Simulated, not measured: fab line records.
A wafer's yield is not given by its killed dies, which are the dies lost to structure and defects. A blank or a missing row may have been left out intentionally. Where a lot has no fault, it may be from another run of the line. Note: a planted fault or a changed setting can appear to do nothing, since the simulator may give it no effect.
Struck lot and sound lot, side by side    flow sky130    15 steps out of a route of 708
Sound: these wafers, L124.2, L124.4, L124.5. Struck: wafers L123.3, L123.4, L123.5. The cause is given at the end.
At each step with rows: each side's tool, then ch and its chambers, then its first start. Under that, the readings that differ: sound wafers    struck wafers    difference of the means    sigmas: that difference in standard deviations of wafers without a fault.
alike: readings whose means differ by less than 2 such deviations, and words and numbers that are the same on both sides. not compared: withheld readings, readings that some wafer has no value for, bounds like >300 that may hide the same value, and numbers for which the record gives no deviation and whose values overlap.
A row with sigmas, a row that says differs or no value, or rows on one side alone: a step with any of these is where the two part. Numbers that have no deviation but don't overlap get no sigmas and don't part them. A reading that every wafer of one side lacks parts them only if that side has two wafers or more.

SKY_POLY_GATE_THK_MEAS_21:
  sound on film_metro-02, day 19 14:32; struck on film_metro-02, day 19 01:38
  alike: POLY_GATE_OXIDATION_THK
SKY_POLY_GATE_CD_MEAS_22:
  sound on cd_sem-01, day 19 14:41; struck on cd_sem-01, day 19 01:43
reading     sound              struck             difference  sigmas
cd_nm (nm)  151.4 152.9 152.9  147.9 149.1 148.0  -4.1        -3
then, 7 steps without rows for these wafers: SKY_LDD_N_DEHYDRATE_00 (time 60 s); SKY_LDD_N_HMDS_01 (prime time 60 s); SKY_LDD_N_COAT_02 (resist thk 300 nm); SKY_LDD_N_SOFTBAKE_03 (time 60 s); SKY_LDD_N_EXPOSE_04 (exposes mask NTM, target cd 840 nm); SKY_LDD_N_PEB_05; SKY_LDD_N_DEVELOP_06 (develop time 60 s).
SKY_LDD_N_OVL_MEAS_07:
  sound on overlay-02, day 20 21:19; struck on overlay-02, day 20 08:44
  alike: LDD_N_OVL
then, 2 steps without rows for these wafers: SKY_LDD_N_IMPLANT_08; SKY_LDD_N_IMPLANT_09.
SKY_LDD_N_IMPLANT_10:
  sound on implanter-01 ch 0, day 20 21:40; struck on implanter-03 ch 0, day 20 09:06
reading             sound                          struck                         difference  sigmas
dose_ions_cm2       7.488e+13 7.488e+13 7.492e+13  7.934e+13 7.942e+13 7.937e+13  +4.483e+12  +61
faraday_current_uA  416 426 414                    430 450 435                    +20         +2
  alike: end_station_pressure_torr
after that, 1 step had no rows for these wafers: SKY_LDD_N_IMPLANT_11.
SKY_PAD_OPEN_PROBE_99:
  the record holds rows for the sound wafers here (prober-01, day 47 16:20) but none for the struck ones

## WHERE THEY PART
Earliest at SKY_POLY_GATE_CD_MEAS_22; latest, in this record, at SKY_PAD_OPEN_PROBE_99.

WHY: what the simulator had put in
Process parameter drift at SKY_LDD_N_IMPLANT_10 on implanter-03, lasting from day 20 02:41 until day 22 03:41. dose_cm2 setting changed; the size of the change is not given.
